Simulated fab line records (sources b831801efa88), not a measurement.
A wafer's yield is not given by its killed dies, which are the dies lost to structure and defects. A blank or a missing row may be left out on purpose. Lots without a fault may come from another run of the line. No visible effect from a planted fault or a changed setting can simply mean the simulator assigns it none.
Chamber matching -- flow gf180mcu -- 4 sister chambers for GF_V4_CMP_26 on cmp-01
The step polishes, stops on SiO2, t overpolish 15 s, target thk 0 nm. 4 wafers are shown with their chamber, then 12 later ones without.

== EACH WAFER AND ITS CHAMBER ==
wafer,chamber,motor_current_A (A)
L088.3,2,11.6
L090.1,0,12.2
L090.2,1,12.1
L090.3,3,11.7

== WAFERS WITH NO CHAMBER GIVEN ==
wafer,motor_current_A (A)
L091.2,11.3
L091.3,12.4
L091.5,11.3
L095.1,12.0
L095.2,12.0
L095.5,11.6
L096.2,10.8
L096.3,11.5
L096.4,12.2
L096.1,12.8
L096.5,12.0
L096.6,11.5

== WHICH CHAMBER EACH WENT THROUGH ==
wafer,from the rows above,in truth
L091.2,can't be placed: 2 or 3 or 1 or 0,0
L091.3,can't be placed: 0 or 1 or 3 or 2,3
L091.5,can't be placed: 2 or 3 or 1 or 0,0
L095.1,can't be placed: 1 or 0 or 3 or 2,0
L095.2,can't be placed: 1 or 0 or 3 or 2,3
L095.5,can't be placed: 2 or 3 or 1 or 0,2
L096.2,can't be placed: 2 or 3 or 1 or 0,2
L096.3,can't be placed: 2 or 3 or 1 or 0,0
L096.4,can't be placed: 0 or 1 or 3 or 2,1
L096.1,can't be placed: 0 or 1 or 3 or 2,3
L096.5,can't be placed: 1 or 0 or 3 or 2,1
L096.6,can't be placed: 2 or 3 or 1 or 0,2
0 of 12 placed correctly. From these rows, 12 cannot be placed; in 12 the true chamber is one of the candidates. Number placed wrongly: 0.
How it was worked out, from the rows above alone: a wafer's distance from a chamber is the root of the sum, over the readings, of the square of ((its reading less the chamber's mean) divided by the reading's scatter). If the next closest chamber is less than 2 further off than the closest, the wafer can't be placed; otherwise it belongs to the closest. Each chamber's mean is taken over the wafers shown for it. The scatter: with one shown wafer a chamber, the root of the mean of the squares of how far each hidden wafer lies from its nearest shown one.
